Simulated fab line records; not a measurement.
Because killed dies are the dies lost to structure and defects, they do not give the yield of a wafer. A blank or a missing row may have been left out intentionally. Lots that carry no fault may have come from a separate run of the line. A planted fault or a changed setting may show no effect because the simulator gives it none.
Which tool was responsible? | flow sky130 | 15 lots with 45 wafers sampled at 2 steps, on a route of 708 steps

== WHAT EACH GAUGE READ, for each wafer ==
SKY_POLY_GATE_THK_MEAS_01. Usual: POLY_GATE_CVD_00_THK gives 178.8 nm (standard deviation 1.5).
lot  | measured     | on            | POLY_GATE_CVD_00_THK (nm) | flag
L931 | day 13 18:50 | film metro-02 | 177.8 177.3 178.1         |
L933 | day 14 18:14 | film metro-01 | 180.2 179.1 179.5         |
L934 | day 14 20:34 | film metro-02 | 175.4 176.2 175.5         |
L936 | day 15 12:29 | film metro-01 | 179.7 178.1 179.3         |
L937 | day 15 23:18 | film metro-03 | 179.2 177.8 178.8         |
L938 | day 16 04:34 | film metro-03 | 176.6 177.8 176.6         |
L939 | day 16 11:17 | film metro-03 | 177.9 178.1 177.9         |
L940 | day 17 04:26 | film metro-01 | 179.2 179.3 179.2         |
L941 | day 17 10:08 | film metro-01 | 178.2 175.7 176.2         |
L942 | day 17 22:31 | film metro-01 | 177.0 178.4 176.7         |
L943 | day 18 07:09 | film metro-03 | 179.0 180.4 179.9         |
L944 | day 18 12:11 | film metro-02 | 196.7 197.2 197.8         | OFF
L945 | day 18 13:23 | film metro-03 | 196.6 196.9 197.2         | OFF
L946 | day 19 02:25 | film metro-03 | 194.1 194.1 194.1         | OFF
L950 | day 21 22:11 | film metro-03 | 178.2 179.9 178.4         |

== EACH LOT AND THE TOOL THAT RAN IT (in order: tool; ch and the chambers of the sampled wafers; start) ==
lot  | SKY_POLY_GATE_CVD_00
L931 | lpcvd-01 ch 1, day 13 17:38
L933 | lpcvd-01 ch 0, day 14 16:26
L934 | lpcvd-01 ch 1, day 14 18:46
L936 | lpcvd-01 ch 0, day 15 11:16
L937 | lpcvd-01 ch 1, day 15 22:06
L938 | lpcvd-01 ch 1, day 16 03:20
L939 | lpcvd-01 ch 0, day 16 10:05
L940 | lpcvd-01 ch 0, day 17 03:14
L941 | lpcvd-01 ch 0, day 17 08:56
L942 | lpcvd-01 ch 1, day 17 21:19
L943 | lpcvd-01 ch 0, day 18 05:57
L944 | lpcvd-01 ch 1, day 18 10:59
L945 | lpcvd-01 ch 1, day 18 12:11
L946 | lpcvd-01 ch 1, day 19 01:13
L950 | lpcvd-01 ch 0, day 21 20:59
- SKY_POLY_GATE_CVD_00: deposits poly-Si, target thk 180 nm, time 720 s.

== WHAT THE TOOLS THEMSELVES READ (means of the sampled wafers that have a number; where no wafer has one, the mark that the record gives instead) ==
SKY_POLY_GATE_CVD_00. Usual: pressure mtorr 199.9 mTorr, standard deviation 0.37; zone power bottom pct 12.1 %, standard deviation 0.82; zone power centre pct 9.7 %, standard deviation 0.66.
lot  | tool     | pressure mtorr (mTorr) | zone power bottom pct (%) | zone power centre pct (%) | flag
L931 | lpcvd-01 | 199.9                  | 12.8                      | 10.4                      |
L933 | lpcvd-01 | 200.1                  | 11.1                      | 9.0                       |
L934 | lpcvd-01 | 199.9                  | 12.9                      | 10.2                      |
L936 | lpcvd-01 | 199.7                  | 11.2                      | 9.0                       |
L937 | lpcvd-01 | 199.7                  | 12.8                      | 10.4                      |
L938 | lpcvd-01 | 199.8                  | 13.0                      | 10.3                      |
L939 | lpcvd-01 | 199.5                  | 11.2                      | 8.9                       |
L940 | lpcvd-01 | 200.5                  | 11.2                      | 9.0                       |
L941 | lpcvd-01 | 199.9                  | 11.3                      | 9.1                       |
L942 | lpcvd-01 | 199.8                  | 12.8                      | 10.3                      |
L943 | lpcvd-01 | 199.7                  | 11.2                      | 9.0                       |
L944 | lpcvd-01 | 239.9                  | 13.0                      | 10.4                      | OFF
L945 | lpcvd-01 | 240.3                  | 12.8                      | 10.2                      | OFF
L946 | lpcvd-01 | 240.0                  | 12.8                      | 10.4                      | OFF
L950 | lpcvd-01 | 199.6                  | 11.2                      | 9.0                       |

== THE ANSWER, worked out from the rows above alone ==
Rule: lot off if the mean of its wafers having a number is beyond 3 standard deviations from the usual mean. A lot without any number at a reading at which 4 lots or more have one is off too. All remaining lots with rows at the step are treated as sound. First the gauges in route order, then the tools' own readings, where a lot's mean is used as printed above. The first step at which some lot is off is used, and at that step the reading that is off furthest; a lot without a number counts as furthest.
Off: L944, L945, L946, at SKY_POLY_GATE_THK_MEAS_01 (POLY_GATE_CVD_00_THK).
A tool fits if, at a process step before that reading, it ran every lot that is off, and no sound lot after the first of them. The gauges at SKY_POLY_GATE_THK_MEAS_01 aren't tried: what is off there is off at SKY_POLY_GATE_CVD_00 too, on other tools, and a gauge's error can't cause that. Not one of the candidates tried fits.

== WHAT WAS PUT IN BY THE SIMULATOR ==
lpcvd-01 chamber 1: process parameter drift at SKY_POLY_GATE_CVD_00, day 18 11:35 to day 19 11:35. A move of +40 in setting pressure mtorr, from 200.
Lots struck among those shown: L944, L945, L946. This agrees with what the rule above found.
